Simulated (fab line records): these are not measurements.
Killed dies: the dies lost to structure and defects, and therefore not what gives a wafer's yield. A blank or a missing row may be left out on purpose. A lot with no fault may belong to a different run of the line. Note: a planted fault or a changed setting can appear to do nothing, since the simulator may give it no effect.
Which tool was responsible?    flow gf180mcu    14 lots, 42 wafers sampled, at 4 steps of a route of 602

WHAT THE GAUGES SHOWED, per wafer
The record holds no reading of a measuring or inspecting step that can be judged against a usual standard deviation.

WHAT TOOL EACH LOT RAN ON (gives the tool, then ch and the chambers of the sampled wafers, and finally the start)
lot   GF_CONTACT_CMP_27              GF_M2_SPUTTER_00              GF_V2_CVD_02                     GF_M3_SPUTTER_02
L519  cmp-02 ch 0,3, day 16 05:12    pvd_sputter-02, day 18 06:30  pecvd-04 ch 0,1, day 19 08:12    pvd_sputter-03, day 20 10:21
L521  cmp-02 ch 2,3, day 16 21:32    pvd_sputter-02, day 18 23:54  pecvd-04 ch 0,1,2, day 20 00:11  pvd_sputter-04, day 21 02:30
L522  cmp-02 ch 1,2,3, day 17 14:42  pvd_sputter-03, day 19 18:20  pecvd-01 ch 0,1,2, day 20 20:06  pvd_sputter-02, day 21 22:31
L523  cmp-02 ch 0,1,2, day 17 20:40  pvd_sputter-02, day 19 23:46  pecvd-01 ch 0,1,2, day 21 00:42  pvd_sputter-03, day 22 02:09
L524  cmp-02 ch 0,1,2, day 18 04:45  pvd_sputter-02, day 20 08:56  pecvd-04 ch 1,2, day 21 10:06    pvd_sputter-04, day 22 11:54
L532  cmp-01 ch 0,2,3, day 21 00:24  pvd_sputter-02, day 23 02:54  pecvd-01 ch 1,2, day 24 02:14    pvd_sputter-02, day 25 01:50
L533  cmp-02 ch 1,3, day 21 05:13    pvd_sputter-01, day 23 07:17  pecvd-04 ch 1,2, day 24 06:58    pvd_sputter-04, day 25 06:09
L534  cmp-02 ch 0,2,3, day 21 17:52  pvd_sputter-03, day 23 18:43  pecvd-03 ch 0,1,2, day 24 18:44  pvd_sputter-04, day 25 18:23
L536  cmp-02 ch 0,2,3, day 22 07:41  pvd_sputter-02, day 24 08:08  pecvd-04 ch 0,1, day 25 06:53    pvd_sputter-02, day 26 05:54
L537  cmp-02 ch 1,2, day 22 20:34    pvd_sputter-01, day 24 20:23  pecvd-04 ch 0,1, day 25 18:19    pvd_sputter-04, day 26 17:23
L538  cmp-02 ch 0,2, day 22 22:40    pvd_sputter-01, day 24 21:53  pecvd-04 ch 0,1,2, day 25 19:59  pvd_sputter-02, day 26 19:05
L539  cmp-02 ch 0,1,2, day 23 05:43  pvd_sputter-02, day 25 04:13  pecvd-01 ch 0,1,2, day 26 01:53  pvd_sputter-02, day 27 00:50
L541  cmp-02 ch 1,2,3, day 23 18:37  pvd_sputter-01, day 25 17:50  pecvd-01 ch 0,2, day 26 16:05    pvd_sputter-04, day 27 14:36
L542  cmp-02 ch 0,1,3, day 24 03:23  pvd_sputter-01, day 26 01:48  pecvd-01 ch 0,1, day 26 23:28    pvd_sputter-03, day 27 21:01
- GF_CONTACT_CMP_27: polishes, stops on SiO2, t overpolish 15 s, target thk 0 nm.
- GF_M2_SPUTTER_00: material Ti, target thk 37.5 nm, time 150 s.
- GF_V2_CVD_02: deposits SiO2 from TEOS, target thk 850 nm, time 94.851 s.
- GF_M3_SPUTTER_02: material AlCu, target thk 450 nm, time 23.9 s.

WHAT THE TOOLS THEMSELVES READ (means of the sampled wafers that have a number; where no wafer has one, the mark that the record gives instead)
GF_CONTACT_CMP_27. Usual: head_pressure_psi 3.499 psi, standard deviation 0.0079; motor_current_A 11.3 A, standard deviation 0.65; overpolish_run_s 15.000 s, standard deviation 0.009; time_to_endpoint_s 71 s, standard deviation 3.9.
lot   tool    head_pressure_psi (psi)  motor_current_A (A)  overpolish_run_s (s)  time_to_endpoint_s (s)  flag
L519  cmp-02  3.499                    10.5                 15.009                72                      
L521  cmp-02  3.503                    11.4                 14.999                76                      
L522  cmp-02  3.498                    11.6                 15.002                70                      
L523  cmp-02  3.638                    11.5                 15.001                73                      OFF
L524  cmp-02  3.632                    11.5                 14.992                70                      OFF
L532  cmp-01  3.503                    12.0                 15.001                68                      
L533  cmp-02  3.496                    11.4                 15.002                64                      
L534  cmp-02  3.504                    11.0                 15.005                70                      
L536  cmp-02  3.494                    10.9                 14.998                75                      
L537  cmp-02  3.495                    11.4                 15.003                69                      
L538  cmp-02  3.504                    10.6                 14.994                70                      
L539  cmp-02  3.500                    10.8                 14.991                68                      
L541  cmp-02  3.502                    11.4                 14.998                69                      
L542  cmp-02  3.499                    11.3                 15.001                71                      

GF_M2_SPUTTER_00. Usual: throttle_valve_pct at 30.3 %, with a standard deviation of 1.2.
lot   tool            throttle_valve_pct (%)  flag
L519  pvd_sputter-02  30.3                    
L521  pvd_sputter-02  30.3                    
L522  pvd_sputter-03  29.4                    
L523  pvd_sputter-02  30.8                    
L524  pvd_sputter-02  31.2                    
L532  pvd_sputter-02  30.6                    
L533  pvd_sputter-01  30.3                    
L534  pvd_sputter-03  29.0                    
L536  pvd_sputter-02  30.9                    
L537  pvd_sputter-01  29.7                    
L538  pvd_sputter-01  30.7                    
L539  pvd_sputter-02  31.3                    
L541  pvd_sputter-01  30.8                    
L542  pvd_sputter-01  30.8                    

GF_V2_CVD_02. Usual: heater_power_w at 656 W, with a standard deviation of 100.
lot   tool      heater_power_w (W)  flag
L519  pecvd-04  633                 
L521  pecvd-04  693                 
L522  pecvd-01  595                 
L523  pecvd-01  643                 
L524  pecvd-04  669                 
L532  pecvd-01  707                 
L533  pecvd-04  802                 
L534  pecvd-03  734                 
L536  pecvd-04  631                 
L537  pecvd-04  619                 
L538  pecvd-04  706                 
L539  pecvd-01  659                 
L541  pecvd-01  595                 
L542  pecvd-01  658                 

GF_M3_SPUTTER_02. Usual: throttle_valve_pct at 30.0 %, with a standard deviation of 0.98.
lot   tool            throttle_valve_pct (%)  flag
L519  pvd_sputter-03  29.1                    
L521  pvd_sputter-04  29.2                    
L522  pvd_sputter-02  29.5                    
L523  pvd_sputter-03  29.4                    
L524  pvd_sputter-04  30.3                    
L532  pvd_sputter-02  29.8                    
L533  pvd_sputter-04  29.5                    
L534  pvd_sputter-04  30.4                    
L536  pvd_sputter-02  30.5                    
L537  pvd_sputter-04  30.3                    
L538  pvd_sputter-02  29.6                    
L539  pvd_sputter-02  30.8                    
L541  pvd_sputter-04  30.3                    
L542  pvd_sputter-03  29.5                    

THE ANSWER, worked out from the rows above alone
Rule: a lot counts as off when the mean over its wafers that have a number is more than 3 standard deviations away from the usual mean. Also off: a lot with no number at a reading for which 4 or more lots have one. All remaining lots with rows at the step are treated as sound. After the gauges, taken in route order, come the tools' own readings; for these a lot's mean is taken, as printed above. The first step at which some lot is off is used, and at that step the reading that is off furthest; a lot without a number counts as furthest.
Off, at GF_CONTACT_CMP_27 on head_pressure_psi: L523, L524.
If a tool, at that step or one of the process steps before it, ran each lot that is off and ran no sound lot following the first of them, it fits. Not one of the candidates tried fits.

WHAT HAD BEEN PUT IN BY THE SIMULATOR
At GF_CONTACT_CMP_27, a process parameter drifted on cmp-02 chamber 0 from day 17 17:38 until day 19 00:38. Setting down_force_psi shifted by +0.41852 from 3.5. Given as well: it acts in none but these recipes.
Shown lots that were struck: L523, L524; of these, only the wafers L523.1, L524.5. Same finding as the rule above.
